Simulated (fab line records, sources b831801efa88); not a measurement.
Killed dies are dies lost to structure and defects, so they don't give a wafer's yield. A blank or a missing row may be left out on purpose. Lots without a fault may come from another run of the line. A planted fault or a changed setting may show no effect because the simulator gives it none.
Chamber matching | flow gf180mcu | GF_V4_CMP_04 on cmp-01: 4 sister chambers
The step polishes SiO2. 16 wafers are shown with their chamber, then 8 later ones without.

WAFERS WITH THEIR CHAMBER
wafer  | chamber | motor_current_A (A) | time_to_endpoint_s (s)
L286.1 | 3       | 13.2                | 78
L286.2 | 2       | 11.2                | 78
L286.6 | 3       | 13.0                | 87
L287.2 | 0       | 10.9                | 72
L287.3 | 3       | 13.8                | 67
L287.4 | 2       | 11.5                | 78
L288.1 | 2       | 11.1                | 88
L288.2 | 3       | 12.4                | 83
L288.3 | 1       | 11.2                | 81
L301.1 | 1       | 11.1                | 84
L301.2 | 0       | 11.1                | 84
L301.6 | 0       | 10.9                | 93
L303.1 | 0       | 11.4                | 81
L303.3 | 3       | 12.6                | 78
L303.6 | 0       | 10.8                | 87
L305.1 | 2       | 10.9                | 91

SIGNATURES (means of the wafers above)
reading            | chamber 0 | chamber 1 | chamber 2 | chamber 3 | scatter within a chamber
motor_current_A    | 11.020    | 11.150    | 11.175    | 13.000    | 0.367
time_to_endpoint_s | 83.40     | 82.50     | 83.75     | 78.60     | 7.12
Rule: a wafer's distance from a chamber is the root of the sum, over the readings, of the square of ((its reading less the chamber's mean) divided by the reading's scatter). The wafer belongs to the nearest chamber; if the next one is less than 2 further off, it can't be placed. The scatter: the root of (the sum of the squares of (reading less its chamber's mean) over the shown wafers, divided by (wafers less chambers)).

WAFERS WITHOUT THEIR CHAMBER
wafer  | motor_current_A (A) | time_to_endpoint_s (s)
L305.2 | 11.6                | 88
L305.6 | 10.6                | 94
L308.2 | 11.2                | 83
L308.5 | 13.7                | 87
L308.6 | 11.0                | 89
L309.1 | 12.9                | 80
L309.4 | 11.9                | 90
L309.6 | 11.6                | 88

WHICH CHAMBER EACH WENT THROUGH
wafer  | from the rows above               | in truth
L305.2 | can't be placed: 2 or 1 or 0      | 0
L305.6 | can't be placed: 0 or 2 or 1      | 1
L308.2 | can't be placed: 2 or 1 or 0      | 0
L308.5 | 3                                 | 3
L308.6 | can't be placed: 0 or 2 or 1      | 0
L309.1 | 3                                 | 3
L309.4 | can't be placed: 2 or 1 or 0 or 3 | 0
L309.6 | can't be placed: 2 or 1 or 0      | 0
Placed correctly: 2 of 8. Can't be placed from these rows: 6 (the true chamber is among the candidates in 6). Placed wrongly: 0.
